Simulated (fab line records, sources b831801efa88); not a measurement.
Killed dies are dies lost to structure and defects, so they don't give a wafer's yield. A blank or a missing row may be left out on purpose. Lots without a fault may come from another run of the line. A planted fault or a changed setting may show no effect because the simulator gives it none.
fab line records | flow sfq_line
record lots=6 wafers=18 last_day=91
route steps=325 shown M1@62 I1@73 M2@88
lots that met no fault: from a run of the same line without faults
start_h: hours from the record's first day to the start of the lot's first wafer shown | wait_h: hours since the lot's step before | " the same as in the row above | L1.1+2: a row that stands for several wafers | - no value, or no start given | * or withheld: withheld | < > ~ a bound
route shown NAME@n: a module of which the file shows steps, and the number in the route of the first | usual: mean/standard deviation of fault-free wafers | same: alike in all rows | chamber/n: place in a boat | sites: the reading at each site | _std_site: their standard deviation | _edge_site: outer sites' mean less inner sites' | radius_mm: how far each site lies from the wafer's centre | mask NAME#n: copy n | behind: the tool/chamber that last shaped the wafer | hold: why the lot was held/for how many hours/how that ended | device: the transistor (n, p or np) that didn't switch | end of line: the same wafers' tests at the end of the route | a step without rows: its recipe alone | killed: dies lost to structure and defects at the first sort, not the wafer's yield | map: a wafer's dies, x killed, . not, _ none there
set.NAME: the setting as run; set.NAME@STEP: as run at that earlier step | model.NAME: the simulator's own value behind a step, which no gauge read
lots at some steps of the route; a table a step, a row a wafer
services: from which hour (start_h, from the record's first day; less than 0 if before it) a tool's chamber was out of use, for how many hours, and why
## steps
# step SFQ_TRILAYER_M1_LITHO_COAT_044
# recipe resist=BARC spin_rpm=3000 resist_thk_nm=62
# step SFQ_TRILAYER_M1_LITHO_COAT_039
# recipe resist=KrF spin_rpm=3000 resist_thk_nm=600
# step SFQ_TRILAYER_M1_LITHO_SOFTBAKE_043
# recipe temp_c=withheld time_s=withheld resist=KrF
# step SFQ_TRILAYER_M1_LITHO_EXPOSE_040
# recipe mask_id=M1 na=0.6 source_shape=conventional sigma_outer=0.65 target_cd_nm=500 dose_mj=14.4
# step SFQ_TRILAYER_M1_LITHO_PEB_042
# recipe peb_temp_c=115 peb_time_s=60 resist=KrF
# step SFQ_TRILAYER_M1_LITHO_DEVELOP_041
# recipe time_s=60 resist=KrF
# step SFQ_M1_OVL_MEAS_911
# usual M1_OVL=-1/5
# columns lot.wafer tool chamber start_h wait_h M1_OVL[nm]
L583.3 overlay-02 - 249.51 0.1 6
L583.4 " - " " 3
L583.5 " - " " 2
L589.1 overlay-02 - 280.70 0.1 7
L589.4 " - " " 0
L589.6 " - " " 4
L594.2 overlay-01 - 328.91 0.1 -2
L594.4 " - " " -1
L594.5 " - " " -7
L596.1 overlay-02 - 333.70 0.1 0
L596.2 " - " " -3
L596.4 " - " " -5
L599.2 overlay-02 - 357.71 0.1 -1
L599.3 " - " " 2
L599.5 " - " " 3
L600.2 overlay-01 - 368.81 0.1 -2
L600.4 " - " " -3
L600.5 " - " " 4
# step SFQ_TRILAYER_M1_BARC_OPEN_METAL_ETCH_054
# recipe mask_material=PR chemistry=O2 target_depth_nm=125 target=BARC icp_w=600 bias_w=80 pressure_mtorr=10 time_s=41.7
# usual chamber_pressure_mTorr=10.000/0.0094 drypump_motor_current_A=5.5/0.54 oes_product_au=0.685/0.0051
# columns lot.wafer tool chamber start_h wait_h chamber_pressure_mTorr drypump_motor_current_A oes_product_au rf_hours_counter_h
L583.3 rie_metal-02 0 249.55 0.0 9.999 5.8 0.679 -
L583.4 " 1 " " 10.004 4.8 0.688 -
L583.5 " 0 " " 9.982 5.8 0.691 -
L589.1 rie_metal-04 0 280.73 0.0 9.996 5.0 0.697 68
L589.4 " 0 " " 9.994 5.0 0.683 -
L589.6 " 0 " " 10.001 5.0 0.689 -
L594.2 rie_metal-04 1 328.94 0.0 10.016 6.2 0.689 20
L594.4 " 1 " " 10.021 6.1 0.688 -
L594.5 " 1 " " 10.003 6.2 0.677 -
L596.1 rie_metal-01 1 333.74 0.0 9.984 5.0 0.681 42
L596.2 " 0 " " 9.996 5.8 0.689 63
L596.4 " 1 " " 10.008 5.0 0.683 -
L599.2 rie_metal-04 1 357.74 0.0 9.990 6.2 0.690 26
L599.3 " 1 " " 9.982 6.2 0.686 -
L599.5 " 1 " " 9.999 6.2 0.684 -
L600.2 rie_metal-02 1 368.84 0.0 10.006 4.8 0.685 45
L600.4 " 1 " " 10.011 4.8 0.685 -
L600.5 " 1 " " 10.026 4.8 0.685 -
# step SFQ_TRILAYER_M1_ETCH_METAL_ETCH_042
# recipe target=Nb stop_on=SiO2 mask_material=PR chemistry=Cl2/Ar target_depth_nm=240 icp_w=600 bias_w=80 pressure_mtorr=10 time_s=120
# step SFQ_TRILAYER_M1_STRIP_STRIP_043
# recipe gas=O2 power_w=200 platen_temp_c=40 overash_fraction=0.65 chemistry=O2 pressure_mtorr=50
# usual chamber_pressure_mTorr=50.00/0.043 drypump_motor_current_A=5.5/0.54 oes_product_au=1.003/0.0079 platen_temp_c=40.01/0.12
# columns lot.wafer tool chamber start_h wait_h chamber_pressure_mTorr drypump_motor_current_A oes_product_au platen_temp_c rf_hours_counter_h
L583.3 rie_metal-02 0 249.92 0.2 50.04 5.8 1.010 40.23 -
L583.4 " 1 " " 50.01 4.8 0.994 39.94 -
L583.5 " 0 " " 49.94 5.8 1.017 40.18 -
L589.1 rie_metal-04 0 280.92 0.1 49.99 5.0 0.989 40.04 68
L589.4 " 0 " " 50.00 5.0 0.990 39.98 -
L589.6 " 0 " " 50.02 5.0 1.003 40.02 -
L594.2 rie_metal-04 1 329.12 0.1 49.94 6.2 1.010 40.05 20
L594.4 " 1 " " 49.95 6.2 0.997 39.93 -
L594.5 " 1 " " 49.98 6.2 1.012 40.08 -
L596.1 rie_metal-01 1 333.92 0.1 49.96 5.0 1.015 39.97 43
L596.2 " 0 " " 50.00 5.9 1.002 39.95 63
L596.4 " 1 " " 50.05 5.0 1.019 39.99 -
L599.2 rie_metal-04 1 357.92 0.1 50.00 6.1 1.006 40.13 27
L599.3 " 1 " " 50.00 6.2 0.993 40.13 -
L599.5 " 1 " " 49.98 6.2 0.991 39.98 -
L600.2 rie_metal-02 1 369.03 0.1 50.06 4.8 1.007 39.86 45
L600.4 " 1 " " 50.01 4.8 1.006 39.96 -
L600.5 " 1 " " 50.03 4.8 1.012 39.78 -
# step SFQ_TRILAYER_M1_STRIP_SOLV_CLEAN_044
# recipe chemistry=NMP temp_c=70 time_s=600
# step SFQ_TRILAYER_I1_DEP_PECVD_045
# recipe material=SiO2 temp_c=150 time_s=111.11 pressure_torr=2.4 rf_w=183.3 precursor=SiH4/N2O target_thk_nm=500
# usual chamber_pressure_Torr=2.400/0.005 heater_power_w=86/9.1 throttle_valve_pct=24.1/1.3
# columns lot.wafer tool chamber start_h wait_h chamber_pressure_Torr heater_power_w throttle_valve_pct
L583.3 pecvd-01 0 250.49 0.0 2.401 71 26.7
L583.4 " 0 " " 2.397 75 26.6
L583.5 " 1 " " 2.403 89 24.1
L589.1 pecvd-02 1 281.87 0.0 2.390 90 24.0
L589.4 " 0 " " 2.393 81 25.0
L589.6 " 2 " " 2.386 93 24.2
L594.2 pecvd-04 0 329.91 0.0 2.390 79 24.0
L594.4 " 0 " " 2.391 81 24.2
L594.5 " 2 " " 2.398 90 22.1
L596.1 pecvd-02 0 334.71 0.0 2.401 76 25.1
L596.2 " 2 " " 2.395 94 24.3
L596.4 " 2 " " 2.404 99 24.3
L599.2 pecvd-02 0 358.70 0.0 2.402 79 25.3
L599.3 " 1 " " 2.395 87 24.3
L599.5 " 0 " " 2.395 80 25.2
L600.2 pecvd-01 1 369.80 0.0 2.401 89 24.3
L600.4 " 1 " " 2.400 89 24.5
L600.5 " 0 " " 2.407 82 26.9
# step SFQ_TRILAYER_I1_CMP_CMP_046
# recipe material=SiO2 down_force_psi=3 platen_rpm=60 pad_velocity_m_s=0.94248
# usual edge_zone_pressure_frac=1.000/0.0056 motor_current_A=10.2/1.4 time_to_endpoint_s=217/7.4
# columns lot.wafer tool chamber start_h wait_h edge_zone_pressure_frac motor_current_A time_to_endpoint_s model.SiO2_of_TRILAYER_I1_DEP_PECVD_045.thk_nm
L583.3 cmp-01 0 253.10 2.6 0.998 12.6 203 200.5
L583.4 " 1 " " 0.992 7.6 226 202.5
L583.5 " 3 254.60 4.0 1.005 10.2 214 200.4
L589.4 cmp-02 2 296.09 14.1 0.992 11.4 230 201
L589.1 " 3 " " 1.001 8.7 216 200
L589.6 " 3 298.59 16.6 0.986 8.9 216 200.7
L594.2 cmp-02 2 335.09 5.1 1.002 11.5 207 201.2
L594.4 " 3 " " 0.997 8.7 227 185.4
L594.5 " 2 337.09 7.1 1.006 11.7 215 201.6
L596.4 cmp-02 2 338.09 3.3 1.013 11.4 234 187.3
L596.1 " 0 339.09 4.3 1.001 10.3 210 200.5
L596.2 " 1 " " 1.001 10.3 207 199.4
L599.3 cmp-01 1 362.58 3.8 0.997 7.6 220 200.6
L599.2 " 2 " " 0.996 10.6 210 199.3
L599.5 " 3 " " 1.005 9.6 211 199.6
L600.4 cmp-01 3 371.86 2.0 1.002 10.7 217 199.7
L600.2 " 0 " " 0.996 12.0 210 199.7
L600.5 " 3 373.86 4.0 0.998 10.4 209 199.8
# step SFQ_I1_BOW_MEAS_912
# recipe mode=bow
# usual I1_BOW=2/7.2
# columns lot.wafer tool chamber start_h wait_h I1_BOW[um]
L583.3 film_metro-02 - 255.64 2.0 7
L583.4 " - " " 1
L583.5 " - " " -8
L589.1 film_metro-02 - 299.09 2.0 10
L589.4 " - " " -5
L589.6 " - " " -1
L594.2 film_metro-03 - 338.11 2.5 13
L594.4 " - " " 1
L594.5 " - " " 15
L596.1 film_metro-04 - 341.09 1.5 14
L596.2 " - " " 9
L596.4 " - " " 6
L599.2 film_metro-04 - 364.60 1.0 -1
L599.3 " - " " 10
L599.5 " - " " 3
L600.2 film_metro-03 - 374.38 1.5 -3
L600.4 " - " " -2
L600.5 " - " " -8
# step SFQ_TRILAYER_I1_METRO_MEASURE_047
# usual thk_nm=200.0/1
# columns lot.wafer tool chamber start_h wait_h thk_nm
L583.3 film_metro-02 - 256.12 0.5 200.3
L583.4 " - " " 202.5
L583.5 " - " " 200.2
L589.1 film_metro-02 - 299.21 0.1 200.0
L589.4 " - " " 201.1
L589.6 " - " " 200.6
L594.2 film_metro-03 - 338.41 0.3 201.3
L594.4 " - " " 185.2
L594.5 " - " " 201.5
L596.1 film_metro-04 - 341.21 0.1 200.5
L596.2 " - " " 199.4
L596.4 " - " " 187.4
L599.2 film_metro-04 - 364.90 0.3 199.4
L599.3 " - " " 200.8
L599.5 " - " " 199.8
L600.2 film_metro-03 - 374.68 0.3 199.8
L600.4 " - " " 199.8
L600.5 " - " " 199.7
# step SFQ_TRILAYER_I1_VIA_LITHO_COAT_054
# recipe resist=BARC spin_rpm=3000 resist_thk_nm=62
# step SFQ_TRILAYER_I1_VIA_LITHO_COAT_049
# recipe resist=KrF spin_rpm=3000 resist_thk_nm=650
# step SFQ_TRILAYER_I1_VIA_LITHO_SOFTBAKE_053
# recipe temp_c=withheld time_s=withheld resist=KrF
# step SFQ_TRILAYER_I1_VIA_LITHO_EXPOSE_050
# recipe mask_id=I1 na=0.6 source_shape=conventional sigma_outer=0.65 target_cd_nm=500 dose_mj=21.3
# step SFQ_TRILAYER_I1_VIA_LITHO_PEB_052
# recipe peb_temp_c=115 peb_time_s=60 resist=KrF
# step SFQ_TRILAYER_I1_VIA_LITHO_DEVELOP_051
# recipe time_s=60 resist=KrF
# step SFQ_I1_OVL_MEAS_913
# usual I1_OVL=0/5.4
# columns lot.wafer tool chamber start_h wait_h I1_OVL[nm]
L583.3 overlay-01 - 381.82 0.1 4
L583.4 " - " " 3
L583.5 " - " " 13
L589.1 overlay-02 - 429.91 0.1 -7
L589.4 " - " " -1
L589.6 " - " " -3
L594.2 overlay-01 - 488.81 0.1 1
L594.4 " - " " 3
L594.5 " - " " 1
L596.1 overlay-02 - 492.40 0.1 3
L596.2 " - " " 0
L596.4 " - " " -4
L599.2 overlay-02 - 517.61 0.1 4
L599.3 " - " " -1
L599.5 " - " " -1
L600.2 overlay-02 - 527.21 0.1 0
L600.4 " - " " -5
L600.5 " - " " 1
# step SFQ_TRILAYER_I1_VIA_BARC_OPEN_VIA_ETCH_071
# recipe mask_material=PR chemistry=O2 target_depth_nm=125 target=BARC source_w=500 bias_w=80 pressure_mtorr=30 time_s=41.7
# step SFQ_TRILAYER_I1_VIA_ETCH_VIA_ETCH_052
# recipe target=SiO2 stop_on=Nb mask_material=PR taper_deg=20 chemistry=CHF3 target_depth_nm=260 source_w=500 bias_w=80 pressure_mtorr=30 time_s=withheld
# usual chamber_pressure_mTorr=30.001/0.026 drypump_motor_current_A=5.5/0.46 oes_product_au=0.854/0.0049
# columns lot.wafer tool chamber start_h wait_h chamber_pressure_mTorr drypump_motor_current_A oes_product_au model.I1.feature_depth_nm model.etch.depth_nm
L583.3 rie_diel-03 2 381.88 0.0 29.981 5.7 0.852 200.5 200.5
L583.4 " 0 " " 29.996 4.8 0.868 202.5 202.5
L583.5 " 2 " " 30.031 5.7 0.857 200.4 200.4
L589.1 rie_diel-04 0 429.98 0.0 29.943 5.7 0.848 200 200
L589.4 " 1 " " 30.000 5.8 0.856 201 201
L589.6 " 0 " " 30.014 5.7 0.857 200.7 200.7
L594.2 rie_diel-04 3 488.88 0.0 30.047 5.7 0.857 201.2 201.2
L594.4 " 3 " " 30.001 5.7 0.814 185.4 185.4
L594.5 " 0 " " 30.014 5.7 0.859 201.6 201.6
L596.1 rie_diel-03 1 492.48 0.0 29.960 5.6 0.856 200.5 200.5
L596.2 " 3 " " 30.039 4.9 0.860 199.4 199.4
L596.4 " 0 " " 29.989 4.8 0.825 187.3 187.3
L599.2 rie_diel-01 3 517.68 0.0 29.994 5.8 0.853 199.3 199.3
L599.3 " 2 " " 30.006 5.8 0.859 200.6 200.6
L599.5 " 1 " " 29.970 4.9 0.848 199.6 199.6
L600.2 rie_diel-04 3 527.28 0.0 29.988 5.7 0.846 199.7 199.7
L600.4 " 1 " " 30.035 5.8 0.856 199.7 199.7
L600.5 " 2 " " 29.991 5.4 0.858 199.8 199.8
# step SFQ_TRILAYER_I1_VIA_STRIP_STRIP_053
# recipe gas=O2 power_w=200 platen_temp_c=40 overash_fraction=0.65 chemistry=O2 pressure_mtorr=50
# usual chamber_pressure_mTorr=50.00/0.043 drypump_motor_current_A=5.3/0.41 oes_product_au=1.003/0.0084 platen_temp_c=40.01/0.1
# columns lot.wafer tool chamber start_h wait_h chamber_pressure_mTorr drypump_motor_current_A oes_product_au platen_temp_c rf_hours_counter_h
L583.3 rie_metal-01 1 382.20 - 50.04 5.0 1.014 40.14 -
L583.4 " 0 " " 49.99 5.8 1.004 39.98 -
L583.5 " 0 " " 50.00 5.8 1.000 40.01 -
L589.1 rie_metal-02 1 430.10 - 50.01 4.8 1.004 40.13 57
L589.4 " 1 " " 50.03 4.8 1.014 39.97 -
L589.6 " 1 " " 50.04 4.8 1.005 39.97 -
L594.2 rie_metal-02 0 488.99 - 50.04 5.8 1.016 40.04 120
L594.4 " 1 " " 49.99 4.8 1.010 39.98 -
L594.5 " 0 " " 50.04 5.8 1.005 40.02 -
L596.1 rie_metal-03 0 492.59 - 50.04 5.6 1.001 39.93 166
L596.2 " 0 " " 50.03 5.6 1.006 39.97 -
L596.4 " 0 " " 50.01 5.6 0.995 40.08 -
L599.2 rie_metal-01 0 517.79 - 49.98 5.8 0.994 39.96 95
L599.3 " 0 " " 49.97 5.8 0.978 40.06 -
L599.5 " 0 " " 49.97 5.8 0.976 40.07 -
L600.2 rie_metal-03 1 527.59 - 50.02 5.0 1.007 39.92 -
L600.4 " 1 " " 49.97 4.9 1.013 40.01 -
L600.5 " 1 " " 50.00 5.0 1.020 40.17 -
# step SFQ_TRILAYER_I1_VIA_STRIP_SOLV_CLEAN_054
# recipe chemistry=NMP temp_c=70 time_s=600
# step SFQ_TRILAYER_M2_DEP_PRE_CLEAN_056
# recipe gas=Ar time_s=22.5 bias_v=250
# columns lot.wafer tool chamber start_h wait_h model.SiO2_of_TRILAYER_I1_DEP_PECVD_045.thk_nm
L583.3 pvd_sputter-03 - 382.79 0.0 193
L583.4 " - " " 195
L583.5 " - " " 192.9
L589.1 pvd_sputter-05 - 431.47 0.0 192.5
L589.4 " - " " 193.5
L589.6 " - " " 193.2
L594.2 pvd_sputter-03 - 489.80 0.0 193.7
L594.4 " - " " 177.9
L594.5 " - " " 194.1
L596.1 pvd_sputter-05 - 493.98 0.0 193
L596.2 " - " " 191.9
L596.4 " - " " 179.8
L599.2 pvd_sputter-05 - 518.58 0.0 191.8
L599.3 " - " " 193.1
L599.5 " - " " 192.1
L600.2+4 pvd_sputter-03 - 528.77 0.0 192.2
L600.5 " - " " 192.3
# step SFQ_TRILAYER_M2_DEP_SPUTTER_055
# recipe material=Nb base_pressure_pa=1.33e-06 chamber_pressure_pa=0.1333 substrate_temp_c=20 resputter_cathode_voltage_v=400 target_thk_nm=200 power_w=2000 time_s=133.3
# usual throttle_valve_pct=29.5/1.3
# columns lot.wafer tool chamber start_h wait_h throttle_valve_pct
L583.3 pvd_sputter-03 - 382.82 0.0 28.9
L583.4 " - " " 29.8
L583.5 " - " " 29.8
L589.1 pvd_sputter-05 - 431.50 0.0 30.3
L589.4 " - " " 32.7
L589.6 " - " " 29.8
L594.2 pvd_sputter-03 - 489.83 0.0 29.8
L594.4 " - " " 29.9
L594.5 " - " " 29.3
L596.1 pvd_sputter-05 - 494.02 0.0 29.7
L596.2 " - " " 32.6
L596.4 " - " " 27.6
L599.2 pvd_sputter-05 - 518.61 0.0 30.0
L599.3 " - " " 29.3
L599.5 " - " " 30.2
L600.2 pvd_sputter-03 - 528.80 0.0 29.8
L600.4 " - " " 29.1
L600.5 " - " " 28.7
## services
# columns tool chamber start_h hours kind
cmp-02 - 233.79 4.0 pm
pvd_sputter-05 - 236.82 1.8 repair
cmp-02 - 258.79 6.4 pm
cmp-01 - 267.60 7.6 pm
pvd_sputter-03 - 268.28 26.4 repair
cmp-02 - 274.08 1.0 repair
cmp-02 - 274.16 0.5 repair
cmp-01 - 278.40 0.3 repair
rie_metal-02 - 284.22 1.9 repair
rie_metal-01 1 289.50 2.4 repair
pvd_sputter-03 - 289.70 2.4 repair
cmp-01 - 323.24 0.9 repair
cmp-01 - 328.69 2.9 repair
rie_metal-02 - 332.29 15.6 pm
pvd_sputter-05 - 337.76 2.0 repair
rie_metal-02 - 380.20 2.8 pm
rie_metal-04 - 381.73 10.0 pm
rie_metal-01 - 402.51 0.5 repair
rie_metal-02 - 416.16 0.6 repair
rie_metal-01 - 416.82 2.8 pm
rie_metal-02 0 425.08 15.7 repair
rie_metal-04 0 443.86 2.6 repair
pvd_sputter-03 - 466.53 1.4 repair
pvd_sputter-03 - 484.57 1.8 repair
## key
first_sign step=SFQ_TRILAYER_I1_METRO_MEASURE_047 reading=thk_nm direction=down sigmas=13 usual=200.0 struck=186.3
effect step=SFQ_TRILAYER_I1_VIA_ETCH_VIA_ETCH_052 reading=oes_product_au direction=down sigmas=7.1 usual=0.854 struck=0.820
model_effect step=SFQ_TRILAYER_I1_CMP_CMP_046 value=SiO2_of_TRILAYER_I1_DEP_PECVD_045.thk_nm without=201.4 struck=186.4
model_effect step=SFQ_TRILAYER_I1_VIA_ETCH_VIA_ETCH_052 value=I1.feature_depth_nm without=201.4 struck=186.4
model_effect step=SFQ_TRILAYER_M2_DEP_PRE_CLEAN_056 value=SiO2_of_TRILAYER_I1_DEP_PECVD_045.thk_nm without=193.9 struck=178.9
met_at SFQ_TRILAYER_I1_CMP_CMP_046
struck_wafers L594.4,L596.4
onset_between 296.09 335.09
fault kind=process_parameter_drift tool=cmp-02 chamber=- onset_h=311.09 steps=SFQ_TRILAYER_I1_CMP_CMP_046 channel=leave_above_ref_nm offset=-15 shape=step end_h=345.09 scope=struck_wafers_only acts_in=these_recipes_only stated=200
